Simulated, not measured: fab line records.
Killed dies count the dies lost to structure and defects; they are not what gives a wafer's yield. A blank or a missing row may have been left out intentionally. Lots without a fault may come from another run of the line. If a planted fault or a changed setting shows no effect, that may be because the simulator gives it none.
A struck lot beside a sound one :: flow sky130 :: 15 out of 708 route steps
Sound: wafers L184.1, L184.3, L184.5. Struck: wafers L193.1, L193.3, L193.6. Last of all comes the cause.
For every step that has rows: the tool of each side, followed by ch and its chambers, followed by its first start. Under that, the readings that differ: sound wafers :: struck wafers :: difference of the means :: sigmas: that difference in standard deviations of wafers without a fault.
alike: a reading whose means differ by less than 2 such deviations, as well as words and numbers matching on both sides. not compared: withheld readings; readings where some wafer has no value; bounds like >300 that might hide an equal value; numbers whose values overlap and for which the record gives no deviation.
The two part at a step that has a row with sigmas, a row that says differs or no value, or rows on one side only. Non-overlapping numbers with no deviation appear without sigmas and do not part them. Lack of a reading on every wafer of one side parts them only where that side has two or more wafers.

first, 7 steps without rows for these wafers: SKY_VT_ADJUST_HVTP_DEHYDRATE_00 (time 60 s); SKY_VT_ADJUST_HVTP_HMDS_01 (prime time 60 s); SKY_VT_ADJUST_HVTP_COAT_02 (resist thk 1140 nm); SKY_VT_ADJUST_HVTP_SOFTBAKE_03 (time 60 s); SKY_VT_ADJUST_HVTP_EXPOSE_04 (exposes mask HVTPM, target cd 380 nm); SKY_VT_ADJUST_HVTP_PEB_05; SKY_VT_ADJUST_HVTP_DEVELOP_06 (develop time 60 s).
SKY_VT_ADJUST_HVTP_CD_MEAS_07: target cd 380 nm.
  sound on cd-sem-02, day 7 17:56; struck on cd-sem-01, day 9 18:02
  alike: cd-nm
SKY_VT_ADJUST_HVTP_OVL_MEAS_08:
  sound on overlay-01, day 7 18:03; struck on overlay-01, day 9 18:09
  alike: VT_ADJUST_HVTP_OVL
following that, these wafers have no rows for 1 step: SKY_VT_ADJUST_HVTP_IMPLANT_09.
SKY_VT_ADJUST_HVTP_STRIP_10: strips in O2/N2.
  sound on plasma-asher-01 ch 0,1, day 7 18:14; struck on plasma-asher-04 ch 0,1, day 9 18:20
  alike: drypump-motor-current-A, oes-product-au, strip-time-to-endpoint-s
  not compared: rf-hours-counter-h
SKY_VT_ADJUST_HVTP_TW_MEAS_11:
  sound on film-metro-01, day 7 18:20; struck on film-metro-01, day 9 18:26
  alike: VT_ADJUST_HVTP_TW
SKY_VT_ADJUST_LVTN_DEHYDRATE_00: time 60 s.
  sound on litho-track-03 ch 0, day 8 03:45; struck on litho-track-04 ch 0, day 10 03:52
reading: heater-power-total-W (W)
sound: 160.35 160.34 160.32
struck: 158.42 158.39 158.46
difference: -1.91
sigmas: -15

reading: plate-temp-C (C)
sound: 199.90 199.68 199.72
struck: 198.28 198.14 198.11
difference: -1.59
sigmas: -11
then, 1 step without rows for these wafers: SKY_VT_ADJUST_LVTN_HMDS_01 (prime time 60 s).
-- record jumps: 39 days separate the struck wafers' starts on either side; left off in module VT_ADJUST_LVTN, taken up again in module PAD_OPEN, whose first shown step is the route's number 708 --
SKY_PAD_OPEN_PROBE_99:
  sound on prober-02, day 47 14:16; struck on prober-01, day 49 11:21
reading: killed-dies
sound: 101 90 92
struck: 72 80 62
difference: -23
sigmas: -2

reading: killed-short
sound: 53 39 40
struck: 30 37 24
difference: -14
sigmas: -2
  alike: killed_at_M0_to_M3, killed_at_M4_up, killed-at-contacts, killed-at-front-end, killed-at-other, killed-open

WHERE THEY PART
At SKY_VT_ADJUST_LVTN_DEHYDRATE_00 first; at SKY_PAD_OPEN_PROBE_99 last (within this record only).

WHY: what the simulator had put in
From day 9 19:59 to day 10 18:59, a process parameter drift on litho-track-04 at SKY_VT_ADJUST_LVTN_DEHYDRATE_00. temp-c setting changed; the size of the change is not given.
